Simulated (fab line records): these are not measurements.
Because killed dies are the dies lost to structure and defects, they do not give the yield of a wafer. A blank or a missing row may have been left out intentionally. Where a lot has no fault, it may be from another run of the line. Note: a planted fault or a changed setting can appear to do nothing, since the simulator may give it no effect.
Commonality check across tools | flow sky130 | 15 lots and 45 wafers in the sample

== WHY THIS WAS OPENED ==
SKY_METAL1_RS_MEAS_05, reading METAL1_ALCU_RS: flagged on 3 of 15 lots. No-fault wafers: 0.1270 ohm/sq, standard deviation 0.0015.
Rule: a lot is flagged in two cases, either no wafer of it has a number, or all its wafers with numbers fall more than 4 standard deviations from that mean. The rest of the lots are taken to be sound.

lot  | measured     | on            | METAL1_ALCU_RS (ohm/sq), wafer by wafer | flag
L879 | day 31 16:09 | film-metro-01 | 0.1258 0.1255 0.1253                    |
L880 | day 31 19:34 | film-metro-04 | 0.1273 0.1288 0.1287                    |
L885 | day 33 10:03 | film-metro-01 | 8.6479 8.6763 8.6729                    | FLAGGED
L884 | day 33 11:25 | film-metro-04 | 8.5712 8.6468 8.5971                    | FLAGGED
L886 | day 34 11:07 | film-metro-03 | 8.7310 8.5896 8.7316                    | FLAGGED
L892 | day 35 22:49 | film-metro-01 | 0.1249 0.1257 0.1258                    |
L893 | day 36 11:34 | film-metro-03 | 0.1268 0.1261 0.1264                    |
L894 | day 37 01:16 | film-metro-04 | 0.1280 0.1268 0.1288                    |
L896 | day 37 16:35 | film-metro-04 | 0.1271 0.1269 0.1287                    |
L897 | day 37 19:39 | film-metro-04 | 0.1290 0.1287 0.1296                    |
L898 | day 37 21:14 | film-metro-01 | 0.1284 0.1285 0.1288                    |
L899 | day 38 01:27 | film-metro-04 | 0.1270 0.1285 0.1267                    |
L900 | day 38 16:41 | film-metro-04 | 0.1278 0.1284 0.1276                    |
L901 | day 38 17:46 | film-metro-01 | 0.1293 0.1274 0.1278                    |
L902 | day 38 23:40 | film-metro-04 | 0.1270 0.1247 0.1251                    |
The numbers of the flagged lots are 8.6516 ohm/sq on average: +8.5246 ohm/sq against the usual, or +99 or more standard deviations.

== WHICH TOOL RAN EACH LOT ==
The record holds 4 process steps before the reading, out of a route of 708 steps. Each cell gives the tool, then ch followed by the chambers the sampled wafers passed through, then the start.
lot  | flag    | SKY_CONTACT_STRIP_19                 | SKY_CONTACT_CMP_27            | SKY_METAL1_SPUTTER_00        | SKY_METAL1_SPUTTER_02
L879 |         | plasma-asher-03 ch 0,1, day 31 14:40 | cmp-01 ch 1,2,3, day 31 15:46 | pvd-sputter-02, day 31 15:58 | pvd-sputter-02, day 31 16:01
L880 |         | plasma-asher-03 ch 0,1, day 31 18:10 | cmp-01 ch 0,1,3, day 31 19:07 | pvd-sputter-01, day 31 19:25 | pvd-sputter-01, day 31 19:28
L885 | FLAGGED | plasma-asher-01 ch 0,1, day 33 08:32 | cmp-02 ch 0,1, day 33 09:40   | pvd-sputter-04, day 33 09:55 | pvd-sputter-04, day 33 09:58
L884 | FLAGGED | plasma-asher-02 ch 0,1, day 33 09:59 | cmp-01 ch 1,2, day 33 10:58   | pvd-sputter-02, day 33 11:16 | pvd-sputter-02, day 33 11:19
L886 | FLAGGED | plasma-asher-03 ch 0,1, day 34 09:44 | cmp-01 ch 0,1,2, day 34 10:44 | pvd-sputter-01, day 34 10:59 | pvd-sputter-01, day 34 11:02
L892 |         | plasma-asher-03 ch 1, day 35 21:20   | cmp-01 ch 0,2,3, day 35 22:21 | pvd-sputter-01, day 35 22:39 | pvd-sputter-01, day 35 22:42
L893 |         | plasma-asher-01 ch 0,1, day 36 10:10 | cmp-01 ch 0,3, day 36 11:08   | pvd-sputter-02, day 36 11:23 | pvd-sputter-02, day 36 11:26
L894 |         | plasma-asher-02 ch 0,1, day 36 23:49 | cmp-02 ch 0,1,3, day 37 00:48 | pvd-sputter-04, day 37 01:06 | pvd-sputter-04, day 37 01:09
L896 |         | plasma-asher-01 ch 0,1, day 37 15:11 | cmp-02 ch 0,1,2, day 37 16:08 | pvd-sputter-04, day 37 16:26 | pvd-sputter-04, day 37 16:29
L897 |         | plasma-asher-03 ch 0,1, day 37 18:13 | cmp-02 ch 2,3, day 37 19:10   | pvd-sputter-01, day 37 19:28 | pvd-sputter-01, day 37 19:31
L898 |         | plasma-asher-01 ch 0,1, day 37 19:47 | cmp-01 ch 0,1,2, day 37 20:46 | pvd-sputter-01, day 37 21:04 | pvd-sputter-01, day 37 21:07
L899 |         | plasma-asher-01 ch 0,1, day 38 00:04 | cmp-02 ch 1,2,3, day 38 01:04 | pvd-sputter-01, day 38 01:16 | pvd-sputter-01, day 38 01:19
L900 |         | plasma-asher-01 ch 1, day 38 15:17   | cmp-01 ch 1,2,3, day 38 16:14 | pvd-sputter-04, day 38 16:32 | pvd-sputter-04, day 38 16:35
L901 |         | plasma-asher-01 ch 0,1, day 38 16:22 | cmp-01 ch 0,3, day 38 17:19   | pvd-sputter-04, day 38 17:37 | pvd-sputter-04, day 38 17:40
L902 |         | plasma-asher-01 ch 0,1, day 38 22:17 | cmp-01 ch 1,2,3, day 38 23:14 | pvd-sputter-04, day 38 23:32 | pvd-sputter-04, day 38 23:35
What the steps here do:
- SKY_CONTACT_STRIP_19: strips in O2/N2.
- SKY_CONTACT_CMP_27: polishes, stops on SiO2, t overpolish 15 s, target thk 0 nm.
- SKY_METAL1_SPUTTER_00: material Ti, target thk 15 nm, time 10 s.
- SKY_METAL1_SPUTTER_02: material AlCu, target thk 250 nm, time 13.3 s.
- SKY_METAL1_RS_MEAS_05: measures by four-point-probe.

== FLAGGED OVER TOTAL, TOOL BY TOOL (the gauges that took the reading come last) ==
step                  | tool            | lots run | flagged | share of the flagged lots | sound lots run after its first flagged lot
SKY_CONTACT_STRIP_19  | plasma-asher-01 | 8        | 1       | some                      | 7 (L893,L896,L898,L899,L900,L901,L902)
SKY_CONTACT_STRIP_19  | plasma-asher-02 | 2        | 1       | some                      | 1 (L894)
SKY_CONTACT_STRIP_19  | plasma-asher-03 | 5        | 1       | some                      | 2 (L892,L897)
SKY_CONTACT_CMP_27    | cmp-01          | 10       | 2       | some                      | 6 (L892,L893,L898,L900,L901,L902)
SKY_CONTACT_CMP_27    | cmp-02          | 5        | 1       | some                      | 4 (L894,L896,L897,L899)
SKY_METAL1_SPUTTER_00 | pvd-sputter-01  | 6        | 1       | some                      | 4 (L892,L897,L898,L899)
SKY_METAL1_SPUTTER_00 | pvd-sputter-02  | 3        | 1       | some                      | 1 (L893)
SKY_METAL1_SPUTTER_00 | pvd-sputter-04  | 6        | 1       | some                      | 5 (L894,L896,L900,L901,L902)
SKY_METAL1_SPUTTER_02 | pvd-sputter-01  | 6        | 1       | some                      | 4 (L892,L897,L898,L899)
SKY_METAL1_SPUTTER_02 | pvd-sputter-02  | 3        | 1       | some                      | 1 (L893)
SKY_METAL1_SPUTTER_02 | pvd-sputter-04  | 6        | 1       | some                      | 5 (L894,L896,L900,L901,L902)
SKY_METAL1_RS_MEAS_05 | film-metro-01   | 5        | 1       | some                      | 3 (L892,L898,L901)
SKY_METAL1_RS_MEAS_05 | film-metro-03   | 2        | 1       | some                      | 1 (L893)
SKY_METAL1_RS_MEAS_05 | film-metro-04   | 8        | 1       | some                      | 6 (L894,L896,L897,L899,L900,L902)

== WHAT THE TABLE ALLOWS ==
No row of the table ran every flagged lot.

== WHAT HAD BEEN PUT IN BY THE SIMULATOR ==
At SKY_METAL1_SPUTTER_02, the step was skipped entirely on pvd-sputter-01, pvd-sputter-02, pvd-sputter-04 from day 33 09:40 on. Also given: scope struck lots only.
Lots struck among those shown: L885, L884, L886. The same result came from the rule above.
